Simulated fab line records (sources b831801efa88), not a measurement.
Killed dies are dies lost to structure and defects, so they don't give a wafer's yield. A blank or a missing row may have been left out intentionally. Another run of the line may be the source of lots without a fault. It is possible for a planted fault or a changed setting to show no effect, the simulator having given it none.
8D (eight disciplines) problem report, filled in by code ; flow sfq-line ; the parts of the form that need people (team, actions taken, sign-off) are left out

== 1. WHAT WENT WRONG ==
heater-power-total-W at SFQ_TRILAYER_M0_LITHO_PEB_024 reads a mean of 75.20 W on 6 wafers of 2 lots; wafers without a fault read 79.16 W with a standard deviation of 0.069. That is -57 standard deviations from the usual mean.
The step: peb time 60 s.
First seen on wafer L195.1, day 17 16:07, on litho-track-03. At this step, 18 wafers from 6 lots have a number in the record. The rule behind "out" and "out of limits": a value lying over 4 standard deviations away from the usual mean. The other wafers with a number count as sound.

== 2. WHAT IT IS, AND WHAT IT ISN'T ==
question;is;is not
which readings at this step;heater-power-total-W, plate-temp-C;resist-line-temp-C
which lots;L195, L197;L179, L181, L196, L198
which wafers of those lots;all that have a number;-
read on which tools;litho-track-03;litho-track-02, litho-track-04
when;from day 17 16:07;"up to then (6 sound wafers); but 6 sound wafers of L196, L198 came after"

== 3. SUSPECTS, AND WHAT RULES EACH OUT ==
Counting: a tool at a process step up to the reading stays a suspect if it ran every lot that is out and no sound lot after the first of them.
- rie-diel-04 at SFQ_TRILAYER_L0_VIA_BARC_OPEN_VIA_ETCH_021 (etches BARC in O2, target depth 125 nm, time 41.7 s): ruled out as a lasting fault. Following L195 (day 12 07:13), the first lot on it that is out, the sound lots L198 were run on it.
- rie-diel-04 at SFQ_TRILAYER_L0_VIA_ETCH_VIA_ETCH_016 (etches SiO2 in CHF3, stops on MoNx KI, target depth 80 nm): ruled out as a lasting fault. Following L195 (day 12 07:15), the first lot on it that is out, the sound lots L198 were run on it.
- rie-metal-03 at SFQ_TRILAYER_L0_VIA_STRIP_STRIP_017 (strips in O2): ruled out as a lasting fault. Following L195 (day 12 07:17), the first lot on it that is out, the sound lots L198 were run on it.
- litho-track-03 at SFQ_TRILAYER_M0_LITHO_PEB_024 (peb time 60 s): kept. All lots that are out passed through it, beginning with L195 at day 17 16:07, and no sound lot followed; its final sound lot before that point was L179 at day 10 16:40. Out on those wafers are its own readings of heater-power-total-W, plate-temp-C.
The count leaves litho-track-03 at SFQ_TRILAYER_M0_LITHO_PEB_024.

== 4. THE CAUSE (what the simulator had put in) ==
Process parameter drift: litho-track-03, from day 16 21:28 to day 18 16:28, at SFQ_TRILAYER_M0_LITHO_PEB_024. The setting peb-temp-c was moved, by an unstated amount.
This tool alone remained once counting was done.

== 5. THE CHAIN OF EFFECTS, in route order ==
Rows list readings where the struck wafers' mean (over those with a number) sits beyond 3 standard deviations from the usual. Only readings for which the record gives a usual standard deviation are gone through. hours: the time from each lot's start at the first step in this table that gives one to its start at this step, as a median over the lots. sigmas: the change in usual standard deviations.
hours;step;reading;usual;on struck wafers;change;sigmas
0;SFQ_TRILAYER_M0_LITHO_PEB_024;heater-power-total-W;79.16 W;75.20;-3.96;-57
0;SFQ_TRILAYER_M0_LITHO_PEB_024;plate-temp-C;115.00 C;110.59;-4.41;-40
The process steps in it:
- SFQ_TRILAYER_M0_LITHO_PEB_024: peb time 60 s.
Later steps that measure or inspect, where all struck wafers having a row at the step show a number for every such reading and not one has moved that far: SFQ_M0_OVL_MEAS_906.

== 6. WHAT WOULD HAVE CAUGHT IT SOONER ==
First out-of-limits reading in this record: day 17 16:07, which is 19 hours after fault onset at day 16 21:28.
